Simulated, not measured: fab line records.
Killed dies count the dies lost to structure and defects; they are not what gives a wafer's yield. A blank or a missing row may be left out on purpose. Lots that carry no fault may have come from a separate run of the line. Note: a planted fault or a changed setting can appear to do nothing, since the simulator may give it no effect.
Split-lot experiment ; flow sky130 ; 23 wafers read across 5 lots, on a route 708 steps long

## ON THE SPLIT
At SKY_LI_CONTACT_CMP_02 (polishes PSG), the setting leaveAboveRefNm was moved away from the recipe's 597.2 nm on 9 of the 23 wafers read, by -3.7% to +3.2%. The other wafers ran this setting at the recipe's value.

## FROM THE SPLIT TO THE READING: what the file shows between them, 4 steps
- SKY_LI_CONTACT_COAT_07: resist thk 450 nm (also split here: resistThkNm)
- SKY_LI_CONTACT_SOFTBAKE_08: time 90 s
- SKY_LI_CONTACT_EXPOSE_09: exposes mask LICM1, target cd 170 nm
- SKY_LI_CONTACT_ETCH_14: etches BARC in N2/H2, stops on SiO2, time 45.9 s, target depth 60 nm

## THE READING
LI_CONTACT.featureDepthNm (the simulator's own value, which no gauge read), in nm, at SKY_LI_CONTACT_ETCH_15 (etches PSG in C4F8/O2/Ar, stops on Si, target depth 600 nm). There is no usual value for it anywhere in the file. Average 598.2 nm, standard deviation 0.95 nm, over the 14 wafers here run with the recipe.

wafer;tool, chamber at the split;leaveAboveRefNm as run, nm;against the recipe;LI_CONTACT.featureDepthNm, nm;against lot-mates on the recipe
L077.1;cmp-01, 3;615.3;+3.0%;617.2;+18.4
L077.2;cmp-01, 1;597.2;recipe;599.2;-
L077.4;cmp-01, 0;615.3;+3.0%;615.9;+17.1
L077.5;cmp-01, 3;597.2;recipe;598;-
L077.6;cmp-01, 0;597.2;recipe;599.1;-
L078.1;cmp-02, 3;581.5;-2.6%;582.9;-14.3
L078.2;cmp-02, 1;597.2;recipe;596.3;-
L078.3;cmp-02, 0;597.2;recipe;597.9;-
L078.4;cmp-02, 2;581.5;-2.6%;581.5;-15.7
L078.5;cmp-02, 2;597.2;recipe;597.3;-
L081.1;cmp-02, 0;597.2;recipe;597.5;-
L081.4;cmp-02, 2;597.2;recipe;596.7;-
L081.5;cmp-02, 3;597.2;recipe;598.7;-
L082.2;cmp-01, 0;597.2;recipe;598.6;-
L082.3;cmp-01, 2;616.3;+3.2%;615.7;+16.9
L082.4;cmp-01, 3;616.3;+3.2%;618;+19.2
L082.5;cmp-01, 0;616.3;+3.2%;617.6;+18.8
L082.6;cmp-01, 3;597.2;recipe;599;-
L085.1;cmp-02, 0;597.2;recipe;598.9;-
L085.2;cmp-02, 1;575;-3.7%;574.8;-24.2
L085.3;cmp-02, 2;575;-3.7%;575.4;-23.6
L085.4;cmp-02, 3;597.2;recipe;599.5;-
L085.5;cmp-02, 3;597.2;recipe;598.7;-

FIT RESULTS
A straight line over all 23 wafers: LI_CONTACT.featureDepthNm changes by +6.06 nm for each +1% of leaveAboveRefNm; r = +1.00; the points scatter about the line by 0.95 nm.
The same after taking each lot's own level away (the mean of its wafers on the recipe; 23 wafers): +5.97 nm for each +1%; r = +1.00; scatter 0.92 nm.
On that fit, the largest move of leaveAboveRefNm shifts the reading by 22 nm.
From 597.17 to 599.03 nm: that is the span of the lots' own levels, equal to 2.0 times the standard deviation above.
The two slopes agree, so the slope changes little with the lot-to-lot level.
Check: -21.9 nm against its lot-mates is what the line predicts for one of the wafers moved furthest among these (-3.7%) when that wafer is left out of the fit. It came out at -24.2 nm against them.

## OTHER SPLITS APPLIED TO THESE WAFERS
Note: prior to the reading, these wafers also went through further splits. Each is held against what the fit with the lots' levels taken away leaves over:
other split on the same wafers;wafers away from the commonest value;r with LI_CONTACT.featureDepthNm (lot level and that fit taken away)
SKY_LDD_LDN_SOFTBAKE_03 tempC;11;-0.07
SKY_LDD_LDN_IMPLANT_10 energyKev;8;-0.12
SKY_RES_XHIGH_IMPLANT_07 energyKev;9;-0.02
SKY_SD_N_STRIP_11 o2FlowSccm;7;+0.18
SKY_LI_CONTACT_COAT_07 resistThkNm;8;+0.16

## THE WHOLE CHAIN: every reading that the file lists as answering this split, in the file's order
step;what it does;reading;change (the file's fit);r (the file's)
SKY_LI_CONTACT_CMP_02;polishes PSG;PSG_of_LI_CONTACT_HDPCVD_00.thkNm (the simulator's own value, which no gauge read);+6 nm for each +1% of the setting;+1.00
SKY_LI_CONTACT_ETCH_15;etches PSG in C4F8/O2/Ar, stops on Si, target depth 600 nm;LI_CONTACT.featureDepthNm (the simulator's own value, which no gauge read);+6 nm for each +1% of the setting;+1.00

## FILE'S OWN FIT
LI_CONTACT.featureDepthNm changes by +6 nm for each +1% of leaveAboveRefNm, r = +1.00.
